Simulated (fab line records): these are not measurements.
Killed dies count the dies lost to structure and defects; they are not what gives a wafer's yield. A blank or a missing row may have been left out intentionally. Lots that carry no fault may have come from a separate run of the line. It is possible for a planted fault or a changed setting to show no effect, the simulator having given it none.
The tool behind it: which one? | flow sky130 | Sampling: 6 lots, 18 wafers, 2 of 708 route steps

## WHAT EACH GAUGE READ, for each wafer
SKY_LDD_P_CD_MEAS_07: the cd target is 380 nm.
lot  | measured     | on        | cd nm (nm)
L165 | day 20 12:52 | cd sem-01 | 379.6 381.5 381.5
L168 | day 22 01:01 | cd sem-02 | 377.3 377.3 378.6
L174 | day 23 18:46 | cd sem-02 | - - -
L176 | day 24 10:49 | cd sem-02 | - - -
L182 | day 26 02:50 | cd sem-02 | 384.7 382.5 384.4
L185 | day 26 17:17 | cd sem-01 | 379.1 380.3 379.3

## WHAT TOOL EACH LOT RAN ON (gives the tool, then ch and the chambers of the sampled wafers, and finally the start)
lot  | SKY_LDD_P_COAT_02
L165 | litho track-04 ch 0, day 19 22:49
L168 | litho track-02 ch 0, day 21 10:01
L174 | litho track-01, day 23 02:47
L176 | litho track-02, day 23 20:53
L182 | litho track-01 ch 0, day 25 12:17
L185 | litho track-04 ch 0, day 26 02:14
- SKY_LDD_P_COAT_02: resist thk 1140 nm.

## THE ANSWER, worked out from the rows above alone
Rule: usual is defined by the lots themselves. The widest of any qualifying gaps counts: lots, ordered by their means at a reading, are off when they make up no more than a third of the lots, leave a main group of 4 or more, and stand apart from it by 3 or more times the standard deviation of that group's means. A main group whose means are all the same, to the digits that the tables above print for the reading, isn't used. Also off: a lot with no number at a reading for which 4 or more lots have one. The other lots that the step has rows for count as sound.
Off: L174, L176 (SKY_LDD_P_CD_MEAS_07, cd nm). Without a number there: L174, L176. For the main group the mean is 380.5 nm and the standard deviation 2.2.
A tool fits if, at a process step before that reading, it ran every lot that is off, and no sound lot after the first of them. Gauges at SKY_LDD_P_CD_MEAS_07: tried the same way as those tools. None of those tried fits.

## WHAT HAD BEEN PUT IN BY THE SIMULATOR
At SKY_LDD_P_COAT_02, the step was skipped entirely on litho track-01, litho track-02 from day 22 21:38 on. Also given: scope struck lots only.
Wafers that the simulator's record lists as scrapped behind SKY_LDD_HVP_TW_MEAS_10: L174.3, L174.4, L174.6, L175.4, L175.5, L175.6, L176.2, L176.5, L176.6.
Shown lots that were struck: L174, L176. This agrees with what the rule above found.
